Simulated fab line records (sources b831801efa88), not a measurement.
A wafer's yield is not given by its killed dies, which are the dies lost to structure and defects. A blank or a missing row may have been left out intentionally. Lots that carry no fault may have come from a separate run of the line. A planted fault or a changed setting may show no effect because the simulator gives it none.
A lot that was struck, set against a sound lot | flow gf180mcu | 14 out of 602 route steps
Sound: these wafers, L188.4, L188.5, L188.6. Wafers L187.2, L187.3, L187.4 were the ones struck. The cause is named last.
Order at every step that has rows: each side's tool, ch and its chambers, its first start. Under that, the readings that differ: sound wafers | struck wafers | difference of the means | sigmas: that difference in standard deviations of wafers without a fault.
alike: same words and numbers on both sides, and readings whose means sit less than 2 such deviations apart. not compared: any withheld reading, any reading some wafer has no value for, any bound like >300 that may hide the same value, and any number with overlapping values for which the record gives no deviation.
A row with sigmas, a row that says differs or no value, or rows on one side alone: a step with any of these is where the two part. When numbers do not overlap yet have no deviation, they are printed without sigmas and do not part them. A reading missing from all wafers of one side parts the sides only when that side holds two or more wafers.

GF_V2_THK_MEAS_01:
  sound on film metro-03, day 26 08:20; struck on film metro-04, day 26 04:01
  alike: V2_CVD_00_THK
GF_V2_CVD_02: deposits SiO2 from TEOS, target thk 850 nm, time 94.851 s.
  sound on pecvd-02 ch 0,1,2, day 26 08:23; struck on pecvd-03 ch 1,2, day 26 04:04
  alike: heater power w
GF_V2_THK_MEAS_03:
  sound on film metro-01, day 26 08:28; struck on film metro-01, day 26 04:08
  alike: V2_CVD_02_THK
GF_V2_CMP_04: polishes SiO2.
  sound on cmp-01 ch 0,3, day 26 08:39; struck on cmp-02 ch 0,1,3, day 26 04:11
  alike: edge zone pressure frac, motor current A, slurry filter dp kPa, time to endpoint s
GF_V2_BOW_MEAS_05:
  sound on film metro-01, day 26 09:01; struck on film metro-01, day 26 04:31
  alike: V2_BOW
then, 7 steps without rows for these wafers: GF_V2_DEHYDRATE_06 (time 60 s); GF_V2_HMDS_07 (prime time 60 s); GF_V2_COAT_08; GF_V2_COAT_09 (resist thk 1000 nm); GF_V2_SOFTBAKE_10 (time 60 s); GF_V2_EXPOSE_11 (exposes mask Via2, target cd 260 nm); GF_V2_PEB_12 (peb time 90 s).
GF_V2_DEVELOP_13: develop time 60 s.
  sound on litho track-01 ch 0, day 27 05:19; struck on litho track-01, day 27 00:58
  no value came back on the struck wafers for chill plate temp C (C), develop time s (s); on the sound wafers chill plate temp C (C) reads 23.04 23.09 22.92
  reading                             | sound             | struck            | difference | sigmas
  model.KrF_of_V2_COAT_09.thk nm (nm) | 983.8 983.9 986.4 | 998.1 996.9 997.1 | +12.7      |
GF_V2_CD_MEAS_14: the cd target is 260 nm.
  sound on cd sem-02, day 27 05:28; struck on cd sem-01, day 27 01:07
  reading    | sound             | struck | difference                    | sigmas
  cd nm (nm) | 257.8 257.8 258.5 | - - -  | no value on the struck wafers |

WHERE THEY PART
First at GF_V2_DEVELOP_13; last, within this record, at GF_V2_CD_MEAS_14.

WHY: what had been put in by the simulator
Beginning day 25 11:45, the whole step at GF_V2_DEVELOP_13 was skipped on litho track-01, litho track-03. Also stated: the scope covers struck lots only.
